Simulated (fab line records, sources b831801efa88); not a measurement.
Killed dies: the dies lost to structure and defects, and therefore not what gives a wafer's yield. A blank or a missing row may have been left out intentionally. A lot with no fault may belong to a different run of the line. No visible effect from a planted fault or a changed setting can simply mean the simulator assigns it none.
Matching of chambers | flow sky130 | cmp-01 running SKY_VIA3_CMP_02: 4 sister chambers
The step polishes SiO2. 4 wafers are shown with their chamber, then 7 later ones without.

WAFERS PAIRED WITH THEIR CHAMBERS
wafer  | chamber | motor-current-A (A)
L140.1 | 0       | 11.8
L140.4 | 1       | 11.3
L141.2 | 3       | 11.1
L141.3 | 2       | 11.5

WAFERS WHOSE CHAMBER IS MISSING
wafer  | motor-current-A (A)
L141.4 | 12.3
L146.2 | 10.9
L146.3 | 11.0
L146.4 | 11.9
L150.1 | 10.6
L150.2 | 12.2
L150.4 | 10.9

WHICH CHAMBER EACH ONE RAN IN
wafer  | from the rows above          | in truth
L141.4 | can't be placed: 0 or 2 or 1 | 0
L146.2 | can't be placed: 3 or 1 or 2 | 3
L146.3 | can't be placed: 3 or 1 or 2 | 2
L146.4 | can't be placed: 0 or 2 or 1 | 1
L150.1 | can't be placed: 3 or 1 or 2 | 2
L150.2 | can't be placed: 0 or 2 or 1 | 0
L150.4 | can't be placed: 3 or 1 or 2 | 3
Correctly placed: 0 of 7. Can't be placed from these rows: 7 (the true chamber is among the candidates in 7). Number placed wrongly: 0.
How it was worked out, from the rows above alone: a wafer's distance from a chamber is the root of the sum, over the readings, of the square of ((its reading less the chamber's mean) divided by the reading's scatter). If the next closest chamber is less than 2 further off than the closest, the wafer can't be placed; otherwise it belongs to the closest. The mean given for a chamber averages the wafers shown for that chamber. The scatter (one wafer shown for each chamber): square how far every hidden wafer sits from the nearest shown wafer, average those squares and take the square root.
